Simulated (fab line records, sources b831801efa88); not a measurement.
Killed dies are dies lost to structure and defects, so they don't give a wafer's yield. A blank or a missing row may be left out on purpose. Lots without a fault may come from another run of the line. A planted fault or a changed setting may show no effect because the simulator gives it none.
A struck lot beside a sound one | flow gf180mcu | 14 steps out of a route of 602
Sound: wafers L476.1, L476.4, L476.5. Struck: wafers L470.3, L470.4, L470.6. The cause comes at the end.
At each step with rows: each side's tool, then ch and its chambers, then its first start. Under that, the readings that differ: sound wafers | struck wafers | difference of the means | sigmas: that difference in standard deviations of wafers without a fault.
alike: readings whose means differ by less than 2 such deviations, and words and numbers that are the same on both sides. not compared: withheld readings, readings that some wafer has no value for, bounds like >300 that may hide the same value, and numbers for which the record gives no deviation and whose values overlap.
The two part at a step that has a row with sigmas, a row that says differs or no value, or rows on one side only. Numbers that don't overlap but have no deviation are shown without sigmas and don't part them. A reading that every wafer of one side lacks parts them only if that side has two wafers or more.

first, 2 steps without rows for these wafers: GF_MIM_PEB_17; GF_MIM_DEVELOP_18 (develop time 60 s).
GF_MIM_METAL_ETCH_19: etches the open film in Cl2/BCl3, stops on Si3N4, target depth 324.5 nm, time 54.1 s.
  sound on rie_metal-02 ch 1, day 30 18:17; struck on rie_metal-04 ch 0,1, day 28 23:58
  alike: drypump_motor_current_A, oes_product_au, throttle_valve_pct
  not compared: rf_hours_counter_h
GF_MIM_STRIP_20: strips in O2/N2.
  sound on plasma_asher-02 ch 0,1, day 30 18:22; struck on plasma_asher-04 ch 0,1, day 29 00:02
  reading                      | sound             | struck            | difference | sigmas
  strip_time_to_endpoint_s (s) | 11.13 11.16 11.14 | 11.25 11.23 11.26 | +0.10      | +3
  alike: drypump_motor_current_A, heater_power_w, n2_flow_sccm, oes_product_au
  not compared: rf_hours_counter_h
then, 8 steps without rows for these wafers: GF_MIM_STRIP_21 (strips in post etch residue remover, time 1200 s); GF_MIM_CLEAN_22 (cleans in DIW); GF_M5_DEHYDRATE_00 (time 60 s); GF_M5_HMDS_01 (prime time 60 s); GF_M5_COAT_02 (resist thk 1000 nm); GF_M5_SOFTBAKE_03 (time 60 s); GF_M5_EXPOSE_04 (exposes mask Metal5, target cd 280 nm); GF_M5_PEB_05 (peb time 90 s).
GF_M5_DEVELOP_06: develop time 60 s.
  sound on litho_track-01 ch 0, day 31 11:44; struck on litho_track-04, day 29 18:37
  no value came back on the struck wafers for chill_plate_temp_C (C), develop_time_s (s); on the sound wafers chill_plate_temp_C (C) reads 23.18 23.02 23.13
  reading                             | sound             | struck         | difference | sigmas
  model.KrF_of_M5_COAT_02.thk_nm (nm) | 984.7 988.5 988.5 | 1003 1002 1000 | +14        |
GF_M5_CD_MEAS_07: target cd 280 nm.
  sound on cd_sem-01, day 31 11:53; struck on cd_sem-01, day 29 18:45
  reading    | sound             | struck | difference                    | sigmas
  cd_nm (nm) | 281.8 281.4 281.0 | - - -  | no value on the struck wafers |

WHERE THEY PART
First at GF_MIM_STRIP_20; last, within this record, at GF_M5_CD_MEAS_07.

WHY: what the simulator had put in
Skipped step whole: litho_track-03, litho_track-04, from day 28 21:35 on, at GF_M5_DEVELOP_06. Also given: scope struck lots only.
